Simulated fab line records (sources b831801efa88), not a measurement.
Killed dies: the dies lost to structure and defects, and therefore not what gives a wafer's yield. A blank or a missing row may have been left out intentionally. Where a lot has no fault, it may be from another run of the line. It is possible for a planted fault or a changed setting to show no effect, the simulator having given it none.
What tool caused it? || flow gf180mcu || at 1 step of a route of 602, 12 lots with 36 wafers sampled

WHAT THE GAUGES READ, wafer by wafer
GF_CONTACT_THK_MEAS_03.
{"lot": "L075", "measured": "day 16 08:45", "on": "film metro-04", "CONTACT_CVD_02_THK (nm)": "855 860 846"}
{"lot": "L077", "measured": "day 17 05:35", "on": "film metro-01", "CONTACT_CVD_02_THK (nm)": "850 856 866"}
{"lot": "L079", "measured": "day 18 00:49", "on": "film metro-04", "CONTACT_CVD_02_THK (nm)": "847 852 878"}
{"lot": "L081", "measured": "day 18 16:28", "on": "film metro-01", "CONTACT_CVD_02_THK (nm)": "854 872 864"}
{"lot": "L083", "measured": "day 19 07:49", "on": "film metro-04", "CONTACT_CVD_02_THK (nm)": "857 866 866"}
{"lot": "L085", "measured": "day 20 01:58", "on": "film metro-04", "CONTACT_CVD_02_THK (nm)": "850 833 846"}
{"lot": "L087", "measured": "day 20 14:22", "on": "film metro-01", "CONTACT_CVD_02_THK (nm)": "846 842 868"}
{"lot": "L089", "measured": "day 21 08:40", "on": "film metro-01", "CONTACT_CVD_02_THK (nm)": "860 854 851"}
{"lot": "L091", "measured": "day 22 00:16", "on": "film metro-04", "CONTACT_CVD_02_THK (nm)": "851 859 853"}
{"lot": "L093", "measured": "day 22 11:28", "on": "film metro-01", "CONTACT_CVD_02_THK (nm)": "857 846 864"}
{"lot": "L095", "measured": "day 23 04:26", "on": "film metro-01", "CONTACT_CVD_02_THK (nm)": "853 854 889"}
{"lot": "L097", "measured": "day 23 22:08", "on": "film metro-01", "CONTACT_CVD_02_THK (nm)": "849 865 862"}

WHICH TOOL RAN EACH LOT (tool, then ch and the chambers of the sampled wafers, then the start)
Record: no process step prior to these readings.

THE ANSWER, worked out from the rows above alone
Rule: the usual values come from the lots themselves. Put in order of their means at a reading, lots are off if they are a third of the lots or fewer, leave a main group of 4 or more, and stand apart from it by a gap of 3 or more times the standard deviation of the main group's means; of several such gaps the widest counts. If all means in a main group match to the digits the tables above print for the reading, that group is not used. A lot without any number at a reading at which 4 lots or more have one is off too. Where the step has rows for the other lots, those lots are counted as sound.
Across all readings shown, no lot is off: no conclusion can be drawn from this.

WHAT THE SIMULATOR HAD INSERTED
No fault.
